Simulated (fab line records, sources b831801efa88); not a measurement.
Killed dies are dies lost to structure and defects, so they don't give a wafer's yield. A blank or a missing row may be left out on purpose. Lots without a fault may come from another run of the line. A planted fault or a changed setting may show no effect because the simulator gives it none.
fab line records | flow sky130
record lots=14 wafers=42 last_day=50
route steps=708 shown SD_N@356 LOCAL_INTERCONNECT@401 CONTACT@420
lots that met no fault: from a run of the same line without faults
start_h: hours from the record's first day to the start of the lot's first wafer shown | wait_h: hours since the lot's step before | " the same as in the row above | L1.1+2: a row that stands for several wafers | - no value, or no start given | * or withheld: withheld | < > ~ a bound
route shown NAME@n: a module of which the file shows steps, and the number in the route of the first | usual: mean/standard deviation of fault-free wafers | same: alike in all rows | chamber/n: place in a boat | sites: the reading at each site | _std_site: their standard deviation | _edge_site: outer sites' mean less inner sites' | radius_mm: how far each site lies from the wafer's centre | mask NAME#n: copy n | behind: the tool/chamber that last shaped the wafer | hold: why the lot was held/for how many hours/how that ended | device: the transistor (n, p or np) that didn't switch | end of line: the same wafers' tests at the end of the route | a step without rows: its recipe alone | killed: dies lost to structure and defects at the first sort, not the wafer's yield | map: a wafer's dies, x killed, . not, _ none there
set.NAME: the setting as run; set.NAME@STEP: as run at that earlier step | model.NAME: the simulator's own value behind a step, which no gauge read
steps of the route over a sample of lots; a table a step, a row a wafer
services: from which hour (start_h, from the record's first day; less than 0 if before it) a tool's chamber was out of use, for how many hours, and why
## steps
# step SKY_SD_N_RTA_14
# recipe temp_c=1075 time_s=2 idle_temp_c=650 ramp_up_c_per_s=150 ramp_down_c_per_s=90 ambient=N2
# usual lamp_power_pct=15.73/0.056 wafer_temp_C_max=1078.2/1.4
# columns lot.wafer tool chamber start_h wait_h lamp_power_pct wafer_temp_C_max
L658.2 rtp_anneal-01 0 639.93 0.0 15.72 1078.0
L658.3 " 0 " " 15.75 1077.4
L658.5 " 0 " " 15.67 1079.3
L659.1 rtp_anneal-01 0 655.56 0.0 15.77 1079.1
L659.4 " 0 " " 15.67 1077.3
L659.5 " 0 " " 15.70 1077.2
L661.3 rtp_anneal-01 0 699.60 0.0 15.69 1076.7
L661.4 " 0 " " 15.74 1078.3
L661.5 " 0 " " 15.70 1079.5
L666.1 rtp_anneal-02 0 720.18 0.0 15.74 1078.4
L666.4 " 0 " " 15.66 1079.1
L666.5 " 0 " " 15.79 1076.5
L668.1 rtp_anneal-02 0 724.54 0.0 15.79 1079.0
L668.2 " 0 " " 15.74 1076.1
L668.4 " 0 " " 15.75 1078.4
L671.2 rtp_anneal-01 0 750.18 0.0 15.66 1077.8
L671.4 " 0 " " 15.72 1078.6
L671.5 " 0 " " 15.64 1079.9
L673.1 rtp_anneal-01 0 753.69 0.0 15.75 1077.8
L673.3 " 0 " " 15.71 1076.7
L673.5 " 0 " " 15.75 1077.2
L674.3 rtp_anneal-02 0 758.25 0.0 15.74 1080.1
L674.4 " 0 " " 15.74 1076.4
L674.6 " 0 " " 15.80 1079.8
L675.1 rtp_anneal-01 0 760.03 0.0 15.84 1077.4
L675.5 " 0 " " 15.74 1077.5
L675.6 " 0 " " 15.64 1079.1
L676.2 rtp_anneal-02 0 778.38 0.0 15.77 1075.8
L676.5 " 0 " " 15.90 1074.9
L676.6 " 0 " " 15.69 1078.5
L678.2 rtp_anneal-02 0 808.48 0.0 15.77 1078.1
L678.5 " 0 " " 15.69 1076.4
L678.6 " 0 " " 15.76 1076.0
L680.3 rtp_anneal-01 0 808.86 0.0 15.67 1077.0
L680.5 " 0 " " 15.61 1077.8
L680.6 " 0 " " 15.64 1077.4
L679.2 rtp_anneal-02 0 809.55 0.0 15.74 1078.5
L679.4 " 0 " " 15.73 1077.4
L679.6 " 0 " " 15.74 1078.3
L681.1 rtp_anneal-01 0 811.73 0.0 15.74 1077.5
L681.3 " 0 " " 15.71 1077.7
L681.5 " 0 " " 15.66 1076.3
# step SKY_LOCAL_INTERCONNECT_METAL_ETCH_14
# recipe target_depth_nm=110 stop_on=PSG chemistry=Cl2/BCl3 target=TiN resist_sidewall_deg=88 pressure_mtorr=10 icp_w=900 bias_w=48.5 Cl2_flow_sccm=60 bcl3_flow_sccm=30 time_s=31.4
# usual bcl3_flow_sccm=30.00/0.084 drypump_motor_current_A=6.28/0.29 oes_product_au=0.943/0.0086 rf_fwd_power_W=888/5.4 throttle_valve_pct=21.900/0.01
# columns lot.wafer tool chamber start_h wait_h bcl3_flow_sccm drypump_motor_current_A oes_product_au rf_fwd_power_W rf_hours_counter_h throttle_valve_pct
L658.2 rie_metal-04 1 697.49 0.0 30.03 6.40 0.936 878 14 21.900
L658.3 " 0 " " 29.87 6.29 0.935 888 - 21.896
L658.5 " 1 " " 30.00 6.38 0.946 883 - 21.881
L659.1 rie_metal-04 0 711.83 0.1 30.02 6.34 0.940 891 6 21.903
L659.4 " 0 " " 29.98 6.35 0.942 892 - 21.906
L659.5 " 0 " " 30.03 6.32 0.943 893 - 21.893
L661.3 rie_metal-04 1 755.66 0.0 30.05 6.38 0.935 874 - 21.908
L661.4 " 0 " " 29.96 6.32 0.946 886 - 21.897
L661.5 " 1 " " 29.99 6.35 0.937 876 - 21.897
L666.1 rie_metal-03 0 776.19 0.0 29.95 5.79 0.887 888 10 21.931
L666.4 " 0 " " 30.06 5.78 0.892 884 - 21.927
L666.5 " 0 " " 29.93 5.81 0.937 888 - 21.908
L668.1 rie_metal-03 0 780.54 0.0 29.87 5.78 0.879 889 10 21.942
L668.2 " 1 " " 29.94 6.51 0.963 885 13 21.886
L668.4 " 0 " " 29.99 5.80 0.878 888 - 21.924
L671.2 rie_metal-04 0 805.69 0.0 30.17 6.34 0.930 887 8 21.913
L671.4 " 1 " " 30.00 6.39 0.933 881 - 21.902
L671.5 " 1 " " 30.02 6.37 0.948 880 - 21.889
L673.1 rie_metal-04 0 808.97 0.0 29.93 6.34 0.941 896 8 21.878
L673.3 " 0 " " 30.04 6.31 0.941 894 - 21.896
L673.5 " 1 " " 30.10 6.39 0.931 875 - 21.914
L674.3 rie_metal-01 0 813.69 0.0 29.98 5.97 0.957 895 - 21.902
L674.4 " 1 " " 29.95 6.58 0.954 895 - 21.921
L674.6 " 0 " " 30.16 5.98 0.936 892 - 21.893
L675.1 rie_metal-01 1 814.69 0.0 30.14 6.59 0.935 890 13 21.903
L675.5 " 1 " " 30.06 6.61 0.932 890 - 21.910
L675.6 " 0 " " 30.02 5.97 0.936 891 - 21.911
L676.2 rie_metal-04 0 833.14 0.0 30.01 6.34 0.938 888 9 21.895
L676.5 " 0 " " 29.91 6.36 0.948 887 - 21.907
L676.6 " 1 " " 30.01 6.40 0.933 878 - 21.898
L678.2 rie_metal-01 1 862.99 0.0 30.01 6.65 0.945 894 15 21.906
L678.5 " 0 " " 29.92 5.97 0.946 894 - 21.880
L678.6 " 1 " " 30.02 6.64 0.945 897 - 21.897
L680.3 rie_metal-04 0 863.19 0.0 29.99 6.28 0.938 886 - 21.924
L680.5 " 0 " " 30.07 6.34 0.931 891 - 21.908
L680.6 " 1 " " 29.93 6.37 0.934 882 - 21.917
L679.2 rie_metal-03 1 863.75 0.0 30.03 6.54 0.931 892 17 21.910
L679.4 " 1 " " 30.07 6.55 0.943 892 - 21.901
L679.6 " 1 " " 29.93 6.57 0.954 890 - 21.896
L681.1 rie_metal-04 1 865.82 0.0 30.02 6.42 0.942 881 4 21.904
L681.3 " 1 " " 30.04 6.39 0.946 879 - 21.912
L681.5 " 0 " " 30.17 6.33 0.937 887 - 21.898
# step SKY_LOCAL_INTERCONNECT_STRIP_15
# recipe chemistry=O2/N2 power_w=1400 pressure_mtorr=1500 platen_temp_c=withheld o2_flow_sccm=3000 n2_flow_sccm=300 overash_fraction=0.5
# usual drypump_motor_current_A=5.7/0.54 oes_product_au=0.427/0.0044 strip_time_to_endpoint_s=4.726/0.025
# same overash_fraction=0.5
# columns lot.wafer tool chamber start_h wait_h drypump_motor_current_A oes_product_au rf_hours_counter_h strip_time_to_endpoint_s
L658.2 plasma_asher-02 0 697.54 0.0 5.7 0.433 27 4.757
L658.3 " 1 " " 5.7 0.426 - 4.717
L658.5 " 1 " " 5.7 0.425 - 4.751
L659.1 plasma_asher-01 1 711.94 0.1 5.4 0.423 62 4.695
L659.4 " 1 " " 5.3 0.425 - 4.703
L659.5 " 0 " " 6.0 0.433 - 4.711
L661.3 plasma_asher-01 1 755.72 0.1 5.3 0.422 - 4.687
L661.4 " 0 " " 6.0 0.420 - 4.701
L661.5 " 0 " " 6.0 0.426 - 4.702
L666.1 plasma_asher-02 1 776.24 0.0 5.7 0.433 34 4.830
L666.4 " 0 " " 5.6 0.423 - 4.828
L666.5 " 1 " " 5.7 0.422 - 4.723
L668.1 plasma_asher-01 1 780.59 0.0 5.3 0.423 69 4.806
L668.2 " 0 " " 6.0 0.421 69 4.725
L668.4 " 0 " " 6.0 0.430 - 4.816
L671.2 plasma_asher-04 1 805.74 0.0 5.0 0.429 93 4.731
L671.4 " 0 " " 6.7 0.427 - 4.736
L671.5 " 0 " " 6.7 0.436 - 4.755
L673.1 plasma_asher-04 0 809.02 0.0 6.7 0.434 93 4.717
L673.3 " 0 " " 6.7 0.428 - 4.710
L673.5 " 1 " " 5.0 0.433 - 4.733
L674.3 plasma_asher-04 0 813.75 0.1 6.7 0.435 - 4.771
L674.4 " 1 " " 5.0 0.432 - 4.724
L674.6 " 1 " " 5.0 0.427 - 4.796
L675.1 plasma_asher-04 0 814.74 0.0 6.7 0.423 94 4.693
L675.5 " 0 " " 6.7 0.427 - 4.725
L675.6 " 1 " " 5.0 0.424 - 4.750
L676.2 plasma_asher-02 1 833.19 0.0 5.7 0.429 40 4.716
L676.5 " 0 " " 5.7 0.421 - 4.683
L676.6 " 1 " " 5.7 0.430 - 4.727
L678.2 plasma_asher-04 1 863.04 0.0 5.0 0.429 99 4.716
L678.5 " 1 " " 5.0 0.429 - 4.783
L678.6 " 0 " " 6.7 0.427 - 4.729
L680.3 plasma_asher-02 0 863.25 0.1 5.6 0.428 - 4.741
L680.5 " 0 " " 5.6 0.425 - 4.743
L680.6 " 1 " " 5.7 0.426 - 4.734
L679.2 plasma_asher-01 1 863.80 0.0 5.4 0.426 78 4.728
L679.4 " 0 " " 6.0 0.428 - 4.737
L679.6 " 1 " " 5.3 0.428 - 4.755
L681.1 plasma_asher-04 0 865.87 0.0 6.7 0.426 99 4.727
L681.3 " 0 " " 6.7 0.430 - 4.723
L681.5 " 1 " " 5.0 0.433 - 4.738
# step SKY_CONTACT_CD_MEAS_14
# recipe target_cd_nm=170
# usual cd_nm=169.7/1.2
# columns lot.wafer tool chamber start_h wait_h cd_nm
L658.2 cd_sem-02 - 726.19 - 170.7
L658.3 " - " " 170.5
L658.5 " - " " 171.1
L659.1 cd_sem-01 - 739.92 - 170.4
L659.4 " - " " 169.8
L659.5 " - " " 168.7
L661.3 cd_sem-02 - 782.81 - 168.9
L661.4 " - " " 168.7
L661.5 " - " " 168.0
L666.5 cd_sem-01 - 802.30 - 171.8
L668.2 cd_sem-01 - 808.54 - 169.8
L671.2 cd_sem-02 - 833.69 - 168.2
L671.4 " - " " 171.0
L671.5 " - " " 170.7
L673.1 cd_sem-01 - 836.12 - 169.6
L673.3 " - " " 168.3
L673.5 " - " " 170.0
L674.3 cd_sem-02 - 840.96 - 171.1
L674.4 " - " " 171.7
L674.6 " - " " 169.5
L675.1 cd_sem-02 - 841.77 - 170.4
L675.5 " - " " 170.4
L675.6 " - " " 170.9
L676.2 cd_sem-02 - 860.89 - 172.1
L676.5 " - " " 171.3
L676.6 " - " " 171.1
L678.2 cd_sem-01 - 890.29 - 169.7
L678.5 " - " " 169.3
L678.6 " - " " 168.2
L680.3 cd_sem-01 - 891.11 - 168.3
L680.5 " - " " 168.2
L680.6 " - " " 170.4
L679.2 cd_sem-02 - 891.24 - 171.4
L679.4 " - " " 172.2
L679.6 " - " " 169.4
L681.1 cd_sem-01 - 893.47 - 169.6
L681.3 " - " " 170.2
L681.5 " - " " 170.4
# step SKY_CONTACT_ETCH_17
# recipe target=SiO2 chemistry=C4F8/O2/Ar stop_on=Si3N4 mask_material=KrF-thick source_w=1500 bias_w=1200 pressure_mtorr=40 c4f8_flow_sccm=withheld O2_flow_sccm=6 Ar_flow_sccm=300 time_s=withheld target_depth_a=3400
# usual oes_product_au=0.892/0.005 rf_fwd_power_W=1489/5.2
# columns lot.wafer tool chamber start_h wait_h oes_product_au rf_fwd_power_W
L658.2 rie_diel-01 0 726.37 0.0 0.887 1492
L658.3 " 2 " " 0.882 1491
L658.5 " 3 " " 0.881 1487
L659.1 rie_diel-04 2 740.12 0.0 0.887 1486
L659.4 " 0 " " 0.885 1494
L659.5 " 1 " " 0.891 1484
L661.3 rie_diel-04 3 782.97 0.0 0.884 1493
L661.4 " 0 " " 0.892 1498
L661.5 " 2 " " 0.883 1485
L666.5 rie_diel-03 3 802.45 0.0 0.890 1489
L668.2 rie_diel-03 1 808.72 0.0 0.890 1498
L671.2 rie_diel-04 0 833.86 0.0 0.883 1492
L671.4 " 2 " " 0.894 1490
L671.5 " 0 " " 0.894 1497
L673.1 rie_diel-04 2 836.31 0.0 0.897 1482
L673.3 " 3 " " 0.896 1487
L673.5 " 1 " " 0.897 1477
L674.3 rie_diel-03 0 841.12 0.0 0.899 1489
L674.4 " 1 " " 0.898 1485
L674.6 " 3 " " 0.899 1487
L675.1 rie_diel-03 0 841.97 0.0 0.891 1481
L675.5 " 2 " " 0.890 1494
L675.6 " 1 " " 0.894 1488
L676.2 rie_diel-04 1 861.06 0.0 0.892 1488
L676.5 " 3 " " 0.885 1491
L676.6 " 0 " " 0.897 1503
L678.2 rie_diel-04 0 890.47 0.0 0.896 1487
L678.5 " 2 " " 0.896 1498
L678.6 " 3 " " 0.892 1494
L680.3 rie_diel-03 1 891.27 0.0 0.884 1488
L680.5 " 1 " " 0.884 1486
L680.6 " 2 " " 0.896 1493
L679.2 rie_diel-01 1 891.41 0.0 0.895 1480
L679.4 " 3 " " 0.889 1486
L679.6 " 0 " " 0.896 1496
L681.1 rie_diel-01 3 893.66 0.0 0.893 1487
L681.3 " 0 " " 0.900 1489
L681.5 " 1 " " 0.895 1491
## services
# columns tool chamber start_h hours kind
rie_diel-04 3 618.81 3.6 repair
rie_diel-03 1 619.32 4.1 repair
rie_diel-04 0 627.25 1.9 repair
rie_diel-03 3 632.03 3.8 repair
plasma_asher-02 - 644.77 6.6 repair
rtp_anneal-02 - 654.48 4.5 pm
plasma_asher-01 - 668.11 0.7 repair
rie_diel-04 3 676.52 4.7 repair
plasma_asher-01 - 680.71 4.0 repair
rie_diel-01 3 689.05 5.8 repair
rie_diel-03 0 694.69 17.0 repair
rie_metal-01 1 695.83 1.0 repair
rie_diel-03 0 712.53 45.7 repair
rie_diel-03 3 717.16 5.0 repair
plasma_asher-02 - 727.21 2.1 repair
rie_metal-04 - 752.19 2.8 pm
rie_diel-04 1 778.27 6.8 repair
rie_metal-04 - 793.48 0.8 repair
rie_diel-04 - 805.60 0.1 repair
rie_diel-04 - 817.58 1.0 repair
rie_metal-04 - 835.12 4.3 pm
plasma_asher-01 - 867.36 0.5 repair
rie_diel-03 - 883.92 0.4 repair
plasma_asher-01 - 887.87 1.1 repair
## key
first_sign step=SKY_LOCAL_INTERCONNECT_METAL_ETCH_14 reading=oes_product_au direction=down sigmas=6.9 usual=0.943 struck=0.884
effect step=SKY_LOCAL_INTERCONNECT_METAL_ETCH_14 reading=throttle_valve_pct direction=up sigmas=3 usual=21.900 struck=21.931
effect step=SKY_LOCAL_INTERCONNECT_STRIP_15 reading=strip_time_to_endpoint_s direction=up sigmas=3.7 usual=* struck=*
met_at SKY_LOCAL_INTERCONNECT_METAL_ETCH_14
struck_lots L666,L668
struck_wafers L666.1,L666.4,L668.1,L668.4
later_rows_left_out L666.1,L666.4,L668.1,L668.4
sort_left_out L666.1,L666.4,L668.1,L668.4
tester_left_out L666,L668
not_acting_at SKY_SD_N_RTA_14,SKY_CONTACT_CD_MEAS_14,SKY_CONTACT_ETCH_17
fault kind=process_parameter_drift tool=rie_metal-03 chamber=- onset_h=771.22 steps=SKY_LOCAL_INTERCONNECT_METAL_ETCH_14 channel=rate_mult offset=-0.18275 shape=step end_h=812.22 scope=struck_wafers_only
# tester_left_out: of these lots the tester's yield and bins aren't shown, on N5 and GAA mostly nor the transistor test; their killed dies are dies lost to structure and defects alone, not to doping, threshold or leakage, so they don't give the yield
# sort_left_out: the simulated sort isn't trusted on such a fault, so these wafers' sort isn't shown, and their yield isn't known
# later_rows_left_out: the simulator's readings of these wafers behind a module that went badly wrong aren't trusted and aren't shown, but for the sort
